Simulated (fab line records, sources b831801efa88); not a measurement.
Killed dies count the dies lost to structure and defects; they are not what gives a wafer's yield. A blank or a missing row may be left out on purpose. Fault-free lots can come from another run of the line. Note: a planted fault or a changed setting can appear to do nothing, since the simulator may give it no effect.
Which tool is to blame? -- flow sky130 -- 39 wafers from 13 lots sampled at 3 of the route's 708 steps

== WHAT EACH GAUGE READ, for each wafer ==
SKY_VT_ADJUST_HVTR_OVL_MEAS_08.
lot,measured,on,VT_ADJUST_HVTR_OVL (nm)
L990,day 9 05:17,overlay-02,1.1 0.4 -0.2
L991,day 9 15:54,overlay-01,0.5 1.2 -0.3
L992,day 10 02:42,overlay-02,0.0 -0.3 -1.0
L994,day 10 16:23,overlay-01,-4.0 -3.0 -3.1
L995,day 11 01:01,overlay-01,-0.2 1.0 -1.8
L996,day 11 03:28,overlay-02,1.3 -0.1 0.7
L997,day 11 09:54,overlay-02,-0.4 -1.0 -0.4
L101,day 13 01:20,overlay-02,-0.2 -1.5 -0.5
L104,day 13 19:17,overlay-02,1.7 0.4 0.7
L106,day 14 05:10,overlay-02,0.6 1.8 1.8
L108,day 14 19:01,overlay-01,-1.4 -1.3 -1.4
L110,day 15 09:40,overlay-01,-2.4 -1.8 -1.5
L113,day 16 14:03,overlay-02,0.7 0.6 -0.8

SKY_SONOS_ONO_OVL_MEAS_14.
lot,measured,on,SONOS_ONO_OVL (nm)
L990,day 12 06:33,overlay-02,-0.4 -0.8 2.0
L991,day 12 21:06,overlay-02,1.0 3.6 -1.1
L992,day 13 10:09,overlay-01,-1.9 -1.4 -0.2
L994,day 13 23:39,overlay-02,-0.4 0.1 -1.6
L995,day 14 11:10,overlay-01,-0.6 -0.9 -1.1
L996,day 14 10:37,overlay-02,2.5 2.3 2.4
L997,day 14 20:55,overlay-02,-1.2 0.3 -0.1
L101,day 16 16:00,overlay-01,0.2 -2.0 -1.6
L104,day 17 11:42,overlay-02,1.9 0.8 2.1
L106,day 17 22:15,overlay-01,-0.5 -1.6 1.3
L108,day 18 14:43,overlay-01,-1.1 0.6 -2.1
L110,day 19 11:54,overlay-01,0.4 -2.7 0.5
L113,day 20 14:00,overlay-01,-1.9 -2.0 -0.2

== TOOL THAT RAN EACH LOT (tool first, then ch and the chambers of the sampled wafers, then the start) ==
lot,SKY_VT_ADJUST_HVTR_STRIP_10
L990,"plasma_asher-02 ch 0,1, day 9 05:29"
L991,"plasma_asher-01 ch 0,1, day 9 16:05"
L992,"plasma_asher-03 ch 0,1, day 10 02:53"
L994,"plasma_asher-02 ch 0,1, day 10 16:35"
L995,"plasma_asher-01 ch 0,1, day 11 01:13"
L996,"plasma_asher-03 ch 0,1, day 11 03:40"
L997,"plasma_asher-01 ch 0,1, day 11 10:07"
L101,"plasma_asher-01 ch 0,1, day 13 01:32"
L104,"plasma_asher-03 ch 0,1, day 13 19:29"
L106,"plasma_asher-03 ch 0,1, day 14 05:20"
L108,"plasma_asher-02 ch 0,1, day 14 19:13"
L110,"plasma_asher-03 ch 0,1, day 15 09:50"
L113,"plasma_asher-03 ch 1, day 16 14:14"
- SKY_VT_ADJUST_HVTR_STRIP_10: strips in O2/N2.

== AS READ BY THE TOOLS THEMSELVES (means over the sampled wafers that have a number; for cases with no such wafer, the mark the record gives instead) ==
SKY_VT_ADJUST_HVTR_STRIP_10.
lot,tool,drypump_motor_current_A (A),oes_product_au (a.u.),strip_time_to_endpoint_s (s)
L990,plasma_asher-02,5.8,0.716,14.23
L991,plasma_asher-01,5.9,0.714,14.18
L992,plasma_asher-03,5.2,0.717,14.25
L994,plasma_asher-02,5.8,0.717,14.16
L995,plasma_asher-01,5.9,0.720,14.16
L996,plasma_asher-03,5.2,0.716,14.16
L997,plasma_asher-01,5.9,0.718,14.23
L101,plasma_asher-01,5.9,0.709,14.19
L104,plasma_asher-03,5.2,0.716,14.15
L106,plasma_asher-03,5.2,0.710,14.20
L108,plasma_asher-02,5.8,0.714,14.20
L110,plasma_asher-03,5.2,0.716,14.26
L113,plasma_asher-03,5.8,0.714,14.16

== THE ANSWER, worked out from the rows above alone ==
Rule: what is usual is taken from the lots themselves. Put in order of their means at a reading, lots are off if they are a third of the lots or fewer, leave a main group of 4 or more, and stand apart from it by a gap of 3 or more times the standard deviation of the main group's means; of several such gaps the widest counts. A main group is skipped when, at the precision printed for the reading in the tables above, its means are all equal. Also off: a lot with no number at a reading for which 4 or more lots have one. All remaining lots with rows at the step are treated as sound. The gauges are gone through in route order, then the tools' own readings, and for those a lot's mean is taken as printed above. At the first step where some lot is off, the reading lying furthest off is the one used; lots without a number count as furthest.
No lot is off on any of the readings shown, so nothing can be concluded from this.

== WHAT WAS PUT IN BY THE SIMULATOR ==
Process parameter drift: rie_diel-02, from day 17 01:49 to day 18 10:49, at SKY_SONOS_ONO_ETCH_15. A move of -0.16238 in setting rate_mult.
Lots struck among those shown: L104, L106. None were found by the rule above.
